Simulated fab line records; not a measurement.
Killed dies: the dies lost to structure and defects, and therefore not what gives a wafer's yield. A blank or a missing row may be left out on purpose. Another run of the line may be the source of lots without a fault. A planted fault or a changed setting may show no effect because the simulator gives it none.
fab line records	flow gf180mcu
record lots=5	wafers=23
route steps=602 shown CONTACT@299 M1@319 M2@363 V2@382 M3@413
startH: start of the lot's first displayed wafer, in hours after the record's first day	waitH: hours from the lot's prior step to this one	" the same as in the row above	L1.1+2: one row covering several wafers at once	- no value, or no start given	* or withheld: withheld	< > ~ a bound
route shown NAME@n: a module of which the file shows steps, and the number in the route of the first	usual: mean/standard deviation taken from wafers without a fault	same: alike in all rows	chamber/n: place in a boat	sites: the reading at each site	_std_site: standard deviation of those values	_edge_site: the outer-site mean with the inner-site mean subtracted	radiusMm: for every site, how far away it sits from the centre of the wafer	mask NAME#n: copy n	behind: the last tool/chamber to shape the wafer	hold: why the lot went on hold/how many hours it stayed there/how the hold came to an end	device: names the non-switching transistor (n, p or np)	end of line: the same wafers' tests at the end of the route	a step with no rows: only its recipe	killed: the dies lost at the first sort to structure and to defects; this is not the yield of the wafer	map: a wafer's dies, marking killed ones x, the rest . and places with no die _
set.NAME: setting as actually run; set.NAME@STEP: the setting as run at that earlier step	model.NAME: the simulator's own value behind a step, which no gauge read
lots run with intentionally changed settings; tables by step, rows by wafer
## steps
# step GF_CONTACT_PEB_12
# recipe pebTempC=135	pebTimeS=90	resist=KrF
lot.wafer	tool	chamber	startH	waitH	set.pebTempC
L079.2+3	lithoTrack-01	0	-	-	135
L079.4+5+6	"	0	"	"	136.6
L080.2+5+6	lithoTrack-03	0	-	-	135
L081.1+2+3+4+5	lithoTrack-01	0	-	-	135
L082.1+2+3+5+6	lithoTrack-03	0	-	-	135
L084.1+4+5	lithoTrack-04	0	-	-	135
L084.2+6	"	0	"	"	131.9
# step GF_CONTACT_DEVELOP_13
# recipe developTimeS=60	resist=KrF	devTempC=21
# step GF_CONTACT_CD_MEAS_14
# recipe targetCdNm=220
# usual cdNm=219.7/1.1
lot.wafer	tool	chamber	startH	waitH	set.pebTempC@CONTACT_PEB_12	cdNm
L079.2	cdSem-02	-	404.46	0.1	135	218.8
L079.3	"	-	"	"	135	220.5
L079.4	"	-	"	"	136.6	224.4
L079.5	"	-	"	"	136.6	225.2
L079.6	"	-	"	"	136.6	224.4
L080.2	cdSem-01	-	417.71	0.1	135	220.2
L080.5	"	-	"	"	135	219.4
L080.6	"	-	"	"	135	219.5
L081.1	cdSem-02	-	422.94	0.1	135	219.4
L081.2	"	-	"	"	135	218.9
L081.3	"	-	"	"	135	219.7
L081.4	"	-	"	"	135	220.2
L081.5	"	-	"	"	135	220.7
L082.1	cdSem-02	-	428.89	0.2	135	221.1
L082.2	"	-	"	"	135	220.1
L082.3	"	-	"	"	135	219.7
L082.5	"	-	"	"	135	219.6
L082.6	"	-	"	"	135	220.2
L084.1	cdSem-01	-	460.06	0.1	135	220.6
L084.2	"	-	"	"	131.9	210.2
L084.4	"	-	"	"	135	220.1
L084.5	"	-	"	"	135	221.1
L084.6	"	-	"	"	131.9	212.1
# step GF_CONTACT_ETCH_16
# recipe chemistry=N2/H2	targetDepthA=withheld	overetchA=withheld	timeS=withheld	target=BARC	ionEnergyEv=200	sourceW=500	biasW=100	pressureMtorr=30	n2FlowSccm=100	h2FlowSccm=200
lot.wafer	tool	chamber	startH	waitH	set.pebTempC@CONTACT_PEB_12	model.CONTACT.cdNm
L079.2	rieDiel-03	2	404.60	0.0	135	218.4
L079.3	"	1	"	"	135	221.5
L079.4	"	0	"	"	136.6	223.1
L079.5	"	1	"	"	136.6	225.8
L079.6	"	2	"	"	136.6	224.2
L080.2	rieDiel-04	1	417.85	0.0	135	219.6
L080.5	"	2	"	"	135	219.3
L080.6	"	3	"	"	135	220
L081.1	rieDiel-03	2	423.09	0.0	135	219
L081.2	"	1	"	"	135	220
L081.3	"	3	"	"	135	219.8
L081.4+5	"	0	"	"	135	219.5
L082.1	rieDiel-03	2	429.05	0.0	135	221.2
L082.2+5	"	0	"	"	135	219.7
L082.3	"	3	"	"	135	220
L082.6	"	3	"	"	135	220.3
L084.1+4	rieDiel-04	0,1	460.21	0.0	135	220.4
L084.2	"	3	"	"	131.9	211.4
L084.5	"	1	"	"	135	220.7
L084.6	"	2	"	"	131.9	212.3
# step GF_CONTACT_ETCH_17
# recipe chemistry=C4F8/O2/Ar	maskMaterial=KrF	target=SiO2	stopOn=CoSi2	sourceW=1500	biasW=1200	pressureMtorr=40	c4f8FlowSccm=withheld	O2_flow_sccm=6	Ar_flow_sccm=300	timeS=withheld	targetDepthA=8600
lot.wafer	tool	chamber	startH	waitH	set.leaveAboveRefNm@CONTACT_CMP_04	set.pebTempC@CONTACT_PEB_12	model.CONTACT.featureDepthNm	model.CONTACT.cdNm
L079.2	rieDiel-03	2	-	-	547.3	135	845.6	217.9
L079.3	"	1	"	"	547.3	135	842	221.9
L079.4	"	0	"	"	547.3	136.6	841.6	222.6
L079.5	"	1	"	"	560	136.6	855.3	225.8
L079.6	"	2	"	"	560	136.6	857.7	223.5
L080.2	rieDiel-04	1	-	-	560	135	859.5	219.6
L080.5	"	2	"	"	560	135	867.7	219.3
L080.6	"	3	"	"	560	135	861.4	219.9
L081.1	rieDiel-03	2	-	-	584.7	135	884.1	218.7
L081.2	"	1	"	"	560	135	855.7	220.6
L081.3	"	3	"	"	560	135	856.6	220
L081.4	"	0	"	"	560	135	858.2	218.7
L081.5	"	0	"	"	584.7	135	884.8	219.2
L082.1	rieDiel-03	2	-	-	560	135	858.5	221
L082.2	"	0	"	"	560	135	858.3	219.4
L082.3	"	3	"	"	583.9	135	884.5	220.3
L082.5	"	0	"	"	583.9	135	882.7	218.9
L082.6	"	3	"	"	583.9	135	884.9	220.5
L084.1	rieDiel-04	0	-	-	560	135	857.1	220.2
L084.2	"	3	"	"	560	131.9	857.6	211.2
L084.4	"	1	"	"	560	135	856.5	220.6
L084.5	"	1	"	"	536.7	135	834.4	221.1
L084.6	"	2	"	"	536.7	131.9	835.2	212.4
# step GF_M1_SPUTTER_04
# recipe material=TiN	targetThkNm=50	powerW=6500	timeS=41.7	chamberPressurePa=0.4
lot.wafer	tool	chamber	startH	waitH	set.timeS	model.TiN_of_M1_SPUTTER_04.thkNm
L079.2	pvdSputter-04	-	405.93	0.0	41.7	49.85
L079.3	"	-	"	"	41.7	49.64
L079.4	"	-	"	"	37.34	44.47
L079.5	"	-	"	"	37.34	43.78
L079.6	"	-	"	"	41.7	49.88
L080.2	pvdSputter-01	-	419.18	0.0	41.7	50.06
L080.5	"	-	"	"	41.7	49.71
L080.6	"	-	"	"	41.7	49.34
L081.1	pvdSputter-03	-	424.71	0.0	41.7	50.16
L081.2	"	-	"	"	41.7	49.88
L081.3	"	-	"	"	41.7	49.67
L081.4	"	-	"	"	44.15	53.27
L081.5	"	-	"	"	44.15	53.14
L082.1	pvdSputter-01	-	430.38	0.0	41.7	50.76
L082.2	"	-	"	"	41.7	49.55
L082.3	"	-	"	"	41.7	50.24
L082.5	"	-	"	"	41.7	49.54
L082.6	"	-	"	"	41.7	50.49
L084.1	pvdSputter-03	-	461.55	0.0	44.84	54.02
L084.2	"	-	"	"	41.7	50.54
L084.4	"	-	"	"	44.84	54.45
L084.5	"	-	"	"	41.7	50.04
L084.6	"	-	"	"	44.84	54.19
# step GF_M1_EXPOSE_11
# recipe maskId=Metal1	targetCdNm=230	na=0.68	sourceShape=conventional	sigmaOuter=0.6	doseMj=28
lot.wafer	tool	chamber	startH	waitH	mask	set.doseMj
L079.2+6	krfScanner-01	0	-	-	Metal1#0	26.22
L079.3+4+5	"	0	"	"	Metal1#0	28
L080.2+5+6	krfScanner-01	0	-	-	Metal1#0	28
L081.1+2+5	krfScanner-02	0	-	-	Metal1#0	29.35
L081.3+4	"	0	"	"	Metal1#0	28
L082.1+2+3+5+6	krfScanner-01	0	-	-	Metal1#0	28
L084.1+2+4+5+6	krfScanner-01	0	-	-	Metal1#0	28
# step GF_M1_PEB_12
# recipe pebTempC=135	pebTimeS=90	resist=KrF
# step GF_M1_DEVELOP_13
# recipe developTimeS=60	devTempC=21
# step GF_M1_CD_MEAS_14
# recipe targetCdNm=230
# usual cdNm=229.8/1.2
lot.wafer	tool	chamber	startH	waitH	set.doseMj@M1_EXPOSE_11	cdNm
L079.2	cdSem-02	-	429.83	0.2	26.22	242.0
L079.3	"	-	"	"	28	230.1
L079.4	"	-	"	"	28	229.6
L079.5	"	-	"	"	28	230.0
L079.6	"	-	"	"	26.22	240.3
L080.2	cdSem-02	-	444.11	0.1	28	228.3
L080.5	"	-	"	"	28	228.6
L080.6	"	-	"	"	28	228.8
L081.1	cdSem-02	-	449.47	0.1	29.35	223.8
L081.2	"	-	"	"	29.35	225.4
L081.3	"	-	"	"	28	231.1
L081.4	"	-	"	"	28	233.0
L081.5	"	-	"	"	29.35	225.2
L082.1	cdSem-02	-	454.53	0.2	28	230.0
L082.2	"	-	"	"	28	230.6
L082.3	"	-	"	"	28	229.6
L082.5	"	-	"	"	28	229.3
L082.6	"	-	"	"	28	229.6
L084.1	cdSem-01	-	485.67	0.1	28	229.9
L084.2	"	-	"	"	28	227.8
L084.4	"	-	"	"	28	228.0
L084.5	"	-	"	"	28	227.6
L084.6	"	-	"	"	28	228.4
# step GF_M1_METAL_ETCH_16
# recipe chemistry=Cl2/BCl3	maskMaterial=KrF	targetDepthNm=627.5	stopOn=SiO2	pressureMtorr=8	icpW=800	biasW=140	Cl2_flow_sccm=80	bcl3FlowSccm=40	timeS=104.6
lot.wafer	tool	chamber	startH	waitH	set.doseMj@M1_EXPOSE_11	model.M1.cdNm
L079.2	rieMetal-02	0	429.97	0.0	26.22	241.9
L079.3	"	0	"	"	28	230.8
L079.4	"	1	"	"	28	227.9
L079.5	"	0	"	"	28	230.5
L079.6	"	1	"	"	26.22	237.7
L080.2	rieMetal-02	0	444.25	0.0	28	231.7
L080.5	"	1	"	"	28	229
L080.6	"	0	"	"	28	230.5
L081.1	rieMetal-01	1	449.63	0.0	29.35	217.8
L081.2	"	0	"	"	29.35	222.3
L081.3	"	0	"	"	28	231.1
L081.4	"	1	"	"	28	230.8
L081.5	"	0	"	"	29.35	223.4
L082.1	rieMetal-01	0	454.68	0.0	28	229.2
L082.2	"	1	"	"	28	227.6
L082.3	"	0	"	"	28	228.6
L082.5	"	1	"	"	28	226.5
L082.6	"	0	"	"	28	229
L084.1	rieMetal-02	0	485.83	0.0	28	229.6
L084.2	"	0	"	"	28	230.5
L084.4	"	0	"	"	28	229.8
L084.5	"	0	"	"	28	229.1
L084.6	"	0	"	"	28	229.3
# step GF_M2_SPUTTER_01
# recipe material=TiN	targetThkNm=30	powerW=6500	timeS=25	chamberPressurePa=0.4
lot.wafer	tool	chamber	startH	waitH	set.timeS	model.TiN_of_M2_SPUTTER_01.thkNm
L079.2+3	pvdSputter-01	-	457.41	0.1	25	29.88
L079.4+6	"	-	"	"	21.95	26.36
L079.5	"	-	"	"	21.95	26.1
L080.2	pvdSputter-04	-	471.76	0.1	25	29.74
L080.5	"	-	"	"	25	30.07
L080.6	"	-	"	"	25	29.53
L081.1	pvdSputter-02	-	477.06	0.1	25	30.26
L081.2	"	-	"	"	21.37	25.78
L081.3	"	-	"	"	21.37	25.85
L081.4	"	-	"	"	25	30.5
L081.5	"	-	"	"	25	30.35
L082.1	pvdSputter-01	-	482.37	0.1	25	29.7
L082.2	"	-	"	"	28.56	34.05
L082.3	"	-	"	"	28.56	33.99
L082.5	"	-	"	"	28.56	34.22
L082.6	"	-	"	"	25	29.71
L084.1	pvdSputter-04	-	512.15	0.1	25	29.95
L084.2	"	-	"	"	25	29.9
L084.4	"	-	"	"	25	30.22
L084.5	"	-	"	"	25	29.92
L084.6	"	-	"	"	25	30.41
# step GF_M2_SPUTTER_04
# recipe material=TiN	targetThkNm=50	powerW=6500	timeS=41.7	chamberPressurePa=0.4
lot.wafer	tool	chamber	startH	waitH	set.timeS	model.TiN_of_M2_SPUTTER_04.thkNm
L079.2	pvdSputter-01	-	457.49	0.0	44.89	53.52
L079.3	"	-	"	"	44.89	53.02
L079.4	"	-	"	"	41.7	49.17
L079.5	"	-	"	"	44.89	53.42
L079.6	"	-	"	"	41.7	49.01
L080.2	pvdSputter-04	-	471.84	0.0	41.7	49.4
L080.5	"	-	"	"	41.7	48.61
L080.6	"	-	"	"	41.7	49.8
L081.1	pvdSputter-02	-	477.14	0.0	41.7	49.29
L081.2	"	-	"	"	41.7	49.3
L081.3	"	-	"	"	41.7	49.04
L081.4	"	-	"	"	41.7	49.1
L081.5	"	-	"	"	41.7	49.18
L082.1	pvdSputter-01	-	482.45	0.0	41.7	50.46
L082.2	"	-	"	"	37.85	46.25
L082.3	"	-	"	"	37.85	45.37
L082.5	"	-	"	"	41.7	50.29
L082.6	"	-	"	"	41.7	50.9
L084.1	pvdSputter-04	-	512.23	0.0	41.7	51
L084.2	"	-	"	"	47.63	57.9
L084.4	"	-	"	"	47.63	57
L084.5	"	-	"	"	47.63	58.22
L084.6	"	-	"	"	41.7	50.15
# step GF_V2_CVD_00
# recipe material=SiO2	targetThkNm=600	sigmaOpenFrac=0.3	tempC=400	timeS=100	sih4FlowSccm=60	pressureMtorr=6
lot.wafer	tool	chamber	startH	waitH	set.sih4FlowSccm	model.SiO2_of_V2_CVD_00.thkNm
L079.2	hdpcvd-01	0	483.16	0.0	60	601.3
L079.3	"	0	"	"	65.37	655.9
L079.4	"	1	"	"	60	596.2
L079.5	"	1	"	"	60	602.6
L079.6	"	0	"	"	65.37	651.5
L080.2	hdpcvd-01	1	497.16	0.1	60	602.5
L080.5	"	1	"	"	60	603.1
L080.6	"	0	"	"	60	605.8
L081.1	hdpcvd-01	1	501.96	0.0	60	598.7
L081.2	"	0	"	"	60	603.3
L081.3	"	0	"	"	53.96	543.5
L081.4	"	1	"	"	53.96	547.7
L081.5	"	1	"	"	60	606.9
L082.1	hdpcvd-01	1	507.13	0.0	60	597.5
L082.2	"	0	"	"	60	599
L082.3	"	2	"	"	63.1	622.8
L082.5	"	2	"	"	60	590.3
L082.6	"	0	"	"	63.1	626.4
L084.1	hdpcvd-01	2	536.27	0.0	60	600.3
L084.2	"	0	"	"	60	613.1
L084.4	"	0	"	"	55.2	557.2
L084.5	"	1	"	"	55.2	556.8
L084.6	"	2	"	"	60	598.4
# step GF_V2_THK_MEAS_01
# recipe reads=SiO2_of_V2_CVD_00
# usual V2_CVD_00_THK=599/6.3
lot.wafer	tool	chamber	startH	waitH	set.sih4FlowSccm@V2_CVD_00	V2_CVD_00_THK[nm]
L079.2	filmMetro-03	-	483.28	0.1	60	601
L079.3	"	-	"	"	65.37	655
L079.4	"	-	"	"	60	596
L079.5	"	-	"	"	60	603
L079.6	"	-	"	"	65.37	651
L080.2	filmMetro-03	-	497.28	0.1	60	603
L080.5	"	-	"	"	60	603
L080.6	"	-	"	"	60	606
L081.1	filmMetro-03	-	502.07	0.1	60	599
L081.2	"	-	"	"	60	603
L081.3	"	-	"	"	53.96	543
L081.4	"	-	"	"	53.96	548
L081.5	"	-	"	"	60	607
L082.1	filmMetro-02	-	507.20	0.0	60	598
L082.2	"	-	"	"	60	599
L082.3	"	-	"	"	63.1	623
L082.5	"	-	"	"	60	590
L082.6	"	-	"	"	63.1	627
L084.1	filmMetro-03	-	536.40	0.1	60	601
L084.2	"	-	"	"	60	613
L084.4	"	-	"	"	55.2	557
L084.5	"	-	"	"	55.2	557
L084.6	"	-	"	"	60	598
# step GF_V2_COAT_09
# recipe resist=KrF	spinRpm=withheld	resistThkNm=1000
lot.wafer	tool	chamber	startH	waitH	set.resistThkNm	model.KrF_of_V2_COAT_09.thkNm
L079.2	lithoTrack-01	0	-	-	1059	1055
L079.3	"	0	"	"	1000	999.5
L079.4	"	0	"	"	1000	1001
L079.5	"	0	"	"	1000	1002
L079.6	"	0	"	"	1059	1060
L080.2+6	lithoTrack-04	0	-	-	1000	1003
L080.5	"	0	"	"	1000	1002
L081.1+3	lithoTrack-01	0	-	-	1000	1002
L081.2	"	0	"	"	957.1	958
L081.4	"	0	"	"	1000	1004
L081.5	"	0	"	"	957.1	959
L082.1	lithoTrack-04	0	-	-	1000	1001
L082.2	"	0	"	"	1020	1022
L082.3	"	0	"	"	1020	1023
L082.5	"	0	"	"	1000	1004
L082.6	"	0	"	"	1020	1024
L084.1	lithoTrack-03	0	-	-	1000	998
L084.2	"	0	"	"	1041	1040
L084.4	"	0	"	"	1041	1042
L084.5	"	0	"	"	1000	1000
L084.6	"	0	"	"	1041	1039
# step GF_V2_SPUTTER_21
# recipe material=Ti	targetThkNm=15	chamberPressurePa=5	powerW=2500	substrateTempC=200	timeS=80.02
lot.wafer	tool	chamber	startH	waitH	set.powerW	model.Ti_of_V2_SPUTTER_21.thkNm
L079.2	pvdSputter-02	-	508.56	0.0	2500	15.11
L079.3	"	-	"	"	2500	14.79
L079.4	"	-	"	"	2500	14.94
L079.5	"	-	"	"	2500	14.86
L079.6	"	-	"	"	2500	15.09
L080.2	pvdSputter-03	-	522.02	0.0	2500	14.71
L080.5	"	-	"	"	2500	14.88
L080.6	"	-	"	"	2500	14.64
L081.1	pvdSputter-02	-	526.09	0.0	2500	15.27
L081.2	"	-	"	"	2500	15.13
L081.3	"	-	"	"	2756	16.86
L081.4	"	-	"	"	2500	15.12
L081.5	"	-	"	"	2756	16.52
L082.1+2	pvdSputter-03	-	531.18	0.0	2500	14.95
L082.3	"	-	"	"	2700	16.47
L082.5	"	-	"	"	2700	16.4
L082.6	"	-	"	"	2700	16
L084.1	pvdSputter-03	-	559.77	0.0	2500	15.23
L084.2	"	-	"	"	2500	15.15
L084.4	"	-	"	"	2500	15.12
L084.5	"	-	"	"	2500	15.28
L084.6	"	-	"	"	2500	15.51
# step GF_V2_CVD_23
# recipe material=W	targetThkNm=350	timeS=104.94	tempC=400	pressureTorr=40
lot.wafer	tool	chamber	startH	waitH	set.tempC	model.W_of_V2_CVD_23.thkNm
L079.2	cvdW-02	0	508.66	0.0	400	354.5
L079.3	"	1	"	"	388.9	287.2
L079.4	"	0	"	"	388.9	289.8
L079.5	"	0	"	"	400	351.1
L079.6	"	1	"	"	388.9	288.6
L080.2	cvdW-01	1	522.12	0.0	400	347.5
L080.5	"	0	"	"	400	351
L080.6	"	1	"	"	400	347.7
L081.1	cvdW-02	1	526.19	0.0	408.5	406.6
L081.2	"	0	"	"	408.5	405.4
L081.3	"	0	"	"	400	351.3
L081.4	"	1	"	"	400	347.2
L081.5	"	0	"	"	400	355.1
L082.1	cvdW-02	0	531.28	0.0	400	347.1
L082.2	"	1	"	"	411.1	425.5
L082.3	"	0	"	"	400	347.5
L082.5	"	0	"	"	400	348.9
L082.6	"	1	"	"	411.1	419.8
L084.1	cvdW-02	0	559.87	0.0	400	354.7
L084.2	"	1	"	"	410.9	423
L084.4	"	1	"	"	400	349.8
L084.5	"	1	"	"	400	348.7
L084.6	"	0	"	"	410.9	421
# step GF_V2_RS_MEAS_24
# recipe thkMeasGauge=four-point-probe	reads=W_of_V2_CVD_23+TiN_of_V2_SPUTTER_22+Ti_of_V2_SPUTTER_21
# usual V2_W_RS=0.329/0.0035
lot.wafer	tool	chamber	startH	waitH	set.tempC@V2_CVD_23	V2_W_RS[ohm/sq]
L079.2	filmMetro-04	-	508.80	0.1	400	0.323
L079.3	"	-	"	"	388.9	0.401
L079.4	"	-	"	"	388.9	0.397
L079.5	"	-	"	"	400	0.327
L079.6	"	-	"	"	388.9	0.398
L080.2	filmMetro-03	-	522.26	0.1	400	0.329
L080.5	"	-	"	"	400	0.326
L080.6	"	-	"	"	400	0.330
L081.1	filmMetro-02	-	526.31	0.1	408.5	0.281
L081.2	"	-	"	"	408.5	0.282
L081.3	"	-	"	"	400	0.326
L081.4	"	-	"	"	400	0.330
L081.5	"	-	"	"	400	0.322
L082.1	filmMetro-03	-	531.40	0.1	400	0.330
L082.2	"	-	"	"	411.1	0.269
L082.3	"	-	"	"	400	0.330
L082.5	"	-	"	"	400	0.328
L082.6	"	-	"	"	411.1	0.272
L084.1	filmMetro-03	-	559.99	0.1	400	0.322
L084.2	"	-	"	"	410.9	0.270
L084.4	"	-	"	"	400	0.328
L084.5	"	-	"	"	400	0.328
L084.6	"	-	"	"	410.9	0.271
# step GF_V2_THK_MEAS_25
# recipe thkMeasGauge=xrf	reads=W_of_V2_CVD_23
# usual V2_W_THK=351/5.2
lot.wafer	tool	chamber	startH	waitH	set.tempC@V2_CVD_23	V2_W_THK[nm]
L079.2	filmMetro-04	-	508.91	0.1	400	361
L079.3	"	-	"	"	388.9	291
L079.4	"	-	"	"	388.9	293
L079.5	"	-	"	"	400	357
L079.6	"	-	"	"	388.9	290
L080.2	filmMetro-03	-	522.37	0.1	400	355
L080.5	"	-	"	"	400	357
L080.6	"	-	"	"	400	354
L081.1	filmMetro-02	-	526.43	0.1	408.5	406
L081.2	"	-	"	"	408.5	405
L081.3	"	-	"	"	400	350
L081.4	"	-	"	"	400	347
L081.5	"	-	"	"	400	355
L082.1	filmMetro-03	-	531.52	0.1	400	355
L082.2	"	-	"	"	411.1	433
L082.3	"	-	"	"	400	354
L082.5	"	-	"	"	400	356
L082.6	"	-	"	"	411.1	426
L084.1	filmMetro-03	-	560.11	0.1	400	360
L084.2	"	-	"	"	410.9	431
L084.4	"	-	"	"	400	355
L084.5	"	-	"	"	400	352
L084.6	"	-	"	"	410.9	427
# step GF_M3_SPUTTER_04
# recipe material=TiN	targetThkNm=50	powerW=6500	timeS=41.7	chamberPressurePa=0.4
lot.wafer	tool	chamber	startH	waitH	set.powerW	model.TiN_of_M3_SPUTTER_04.thkNm
L079.2	pvdSputter-03	-	509.44	0.0	6500	50.64
L079.3	"	-	"	"	6500	50.6
L079.4	"	-	"	"	6500	49.84
L079.5	"	-	"	"	6500	50.15
L079.6	"	-	"	"	6500	49.61
L080.2	pvdSputter-04	-	522.90	0.0	6500	50.4
L080.5	"	-	"	"	6500	50.39
L080.6	"	-	"	"	6500	50.36
L081.1	pvdSputter-03	-	526.97	0.0	6500	50.31
L081.2	"	-	"	"	6500	49.77
L081.3	"	-	"	"	6500	50.83
L081.4	"	-	"	"	6500	50.36
L081.5	"	-	"	"	6500	49.95
L082.1	pvdSputter-04	-	532.08	0.0	7193	56.27
L082.2	"	-	"	"	7193	55.32
L082.3	"	-	"	"	6500	49.66
L082.5	"	-	"	"	6500	50.74
L082.6	"	-	"	"	7193	54.89
L084.1	pvdSputter-04	-	560.65	0.0	6835	53.27
L084.2	"	-	"	"	6835	52.94
L084.4	"	-	"	"	6500	49.82
L084.5	"	-	"	"	6835	53.12
L084.6	"	-	"	"	6500	50.27
## key
split step=GF_CONTACT_PEB_12	setting=pebTempC	stated=135	by=wafer
response step=GF_CONTACT_CD_MEAS_14	reading=cdNm	change=+4.15	per=1%	r=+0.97
response step=GF_CONTACT_ETCH_16	reading=model.CONTACT.cdNm	change=+3.76	per=1%	r=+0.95
response step=GF_CONTACT_ETCH_17	reading=model.CONTACT.cdNm	change=+3.74	per=1%	r=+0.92
split step=GF_M1_SPUTTER_04	setting=timeS	stated=41.7	by=wafer
response step=GF_M1_SPUTTER_04	reading=model.TiN_of_M1_SPUTTER_04.thkNm	change=+0.539	per=1%	r=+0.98
split step=GF_M1_EXPOSE_11	setting=doseMj	stated=28	by=wafer
response step=GF_M1_CD_MEAS_14	reading=cdNm	change=-1.67	per=1%	r=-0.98
response step=GF_M1_METAL_ETCH_16	reading=model.M1.cdNm	change=-1.74	per=1%	r=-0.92
split step=GF_M2_SPUTTER_01	setting=timeS	stated=25	by=wafer
response step=GF_M2_SPUTTER_01	reading=model.TiN_of_M2_SPUTTER_01.thkNm	change=+0.307	per=1%	r=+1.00
split step=GF_M2_SPUTTER_04	setting=timeS	stated=41.7	by=wafer
response step=GF_M2_SPUTTER_04	reading=model.TiN_of_M2_SPUTTER_04.thkNm	change=+0.513	per=1%	r=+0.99
split step=GF_V2_CVD_00	setting=sih4FlowSccm	stated=60	by=wafer
response step=GF_V2_CVD_00	reading=model.SiO2_of_V2_CVD_00.thkNm	change=+5.82	per=1%	r=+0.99
response step=GF_V2_THK_MEAS_01	reading=V2_CVD_00_THK	change=+5.8	per=1%	r=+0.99
split step=GF_V2_COAT_09	setting=resistThkNm	stated=1000	by=wafer
response step=GF_V2_COAT_09	reading=model.KrF_of_V2_COAT_09.thkNm	change=+9.93	per=1%	r=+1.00
split step=GF_V2_SPUTTER_21	setting=powerW	stated=2500	by=wafer
response step=GF_V2_SPUTTER_21	reading=model.Ti_of_V2_SPUTTER_21.thkNm	change=+0.155	per=1%	r=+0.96
split step=GF_V2_CVD_23	setting=tempC	stated=400	by=wafer
response step=GF_V2_CVD_23	reading=model.W_of_V2_CVD_23.thkNm	change=+25.4	per=1%	r=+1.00
response step=GF_V2_RS_MEAS_24	reading=V2_W_RS	change=-0.0224	per=1%	r=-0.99
response step=GF_V2_THK_MEAS_25	reading=V2_W_THK	change=+25.9	per=1%	r=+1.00
split step=GF_M3_SPUTTER_04	setting=powerW	stated=6500	by=wafer
response step=GF_M3_SPUTTER_04	reading=model.TiN_of_M3_SPUTTER_04.thkNm	change=+0.515	per=1%	r=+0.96
split outsideThisFile step=GF_CONTACT_CMP_04 setting=leaveAboveRefNm
# split outsideThisFile: this setting was split too, and the file shows its column; the key of that split is in another file
